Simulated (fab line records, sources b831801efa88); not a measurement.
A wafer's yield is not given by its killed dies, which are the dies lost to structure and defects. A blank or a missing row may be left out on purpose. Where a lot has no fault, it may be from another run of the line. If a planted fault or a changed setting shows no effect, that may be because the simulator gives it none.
Problem report in the 8D (eight disciplines) form, filled by code -- flow sfq_line -- the parts of the form that need people (team, actions taken, sign-off) are left out

== 1. PROBLEM STATEMENT ==
Mean of rf_fwd_power_W at SFQ_TRILAYER_I1_DEP_PECVD_045: 211.9 W across 4 wafers in 2 lots; on wafers with no fault it is 182.0 W (standard deviation 0.68). Relative to the usual mean, that is a shift of +44 standard deviations.
The step: deposits SiO2 from SiH4/N2O, time 111.11 s, target thk 500 nm.
First seen on wafer L470.3, day 29 08:16, on pecvd-03. The record has a number at this step for 18 wafers belonging to 6 lots. Rule for "out" (also "out of limits"): further than 4 standard deviations from the usual mean. The other wafers with a number count as sound.

== 2. WHAT IT IS, WHAT IT ISN'T ==
question,is,is not
which readings at this step,rf_fwd_power_W,"chamber_pressure_Torr, heater_power_outer_w, heater_power_w, showerhead_vpp_V, throttle_valve_pct"
which lots,"L470, L471","L454, L462, L464, L477"
which wafers of those lots,"L470.3, L470.5, L471.3, L471.5","L470.4, L471.4"
read on which tools,pecvd-03,"pecvd-01, pecvd-02"
when,from day 29 08:16,"up to then (10 sound wafers); but 4 sound wafers of L471, L477 came after"

== 3. WHAT RULES OUT EACH SUSPECT ==
Counting: any tool at a process step up to the reading remains a suspect provided it ran every lot that is out. Sound lots after the first of them don't rule it out here, since some wafers of a struck lot are sound.
- pecvd-03 at SFQ_TRILAYER_I1_DEP_PECVD_045 (deposits SiO2 from SiH4/N2O, time 111.11 s, target thk 500 nm): kept. Ran every lot that is out, first one L470 (day 29 08:16); last sound lot up to then L464 (day 27 12:58). On those wafers its own readings are out: rf_fwd_power_W.
- Within pecvd-03 at SFQ_TRILAYER_I1_DEP_PECVD_045: the wafers that are out ran in chamber 2; their sound lot-mates ran in chamber 1.
Remaining after the count: pecvd-03 at SFQ_TRILAYER_I1_DEP_PECVD_045.

== 4. THE CAUSE (what the simulator had put in) ==
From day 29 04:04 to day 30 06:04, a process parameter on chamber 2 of pecvd-03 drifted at SFQ_TRILAYER_I1_DEP_PECVD_045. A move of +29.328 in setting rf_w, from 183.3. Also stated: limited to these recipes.
Only this tool survived the counting.

== 5. SEQUENCE OF EFFECTS, ordered by route ==
One row per reading whose mean, taken over the struck wafers that have a number, lies over 3 standard deviations from the usual. Only readings for which the record gives a usual standard deviation are gone through. hours: the time from each lot's start at the first step in this table that gives one to its start at this step, as a median over the lots. sigmas: the change in usual standard deviations.
hours,step,reading,usual,on struck wafers,change,sigmas
0,SFQ_TRILAYER_I1_DEP_PECVD_045,rf_fwd_power_W,182.0 W,211.9,+29.9,+44
The process steps in it:
- SFQ_TRILAYER_I1_DEP_PECVD_045: deposits SiO2 from SiH4/N2O, time 111.11 s, target thk 500 nm.

== 6. WHAT WOULD HAVE CAUGHT IT SOONER ==
The fault began at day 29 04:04; the first out-of-limits reading in this record came at day 29 08:16, 4 hours later.
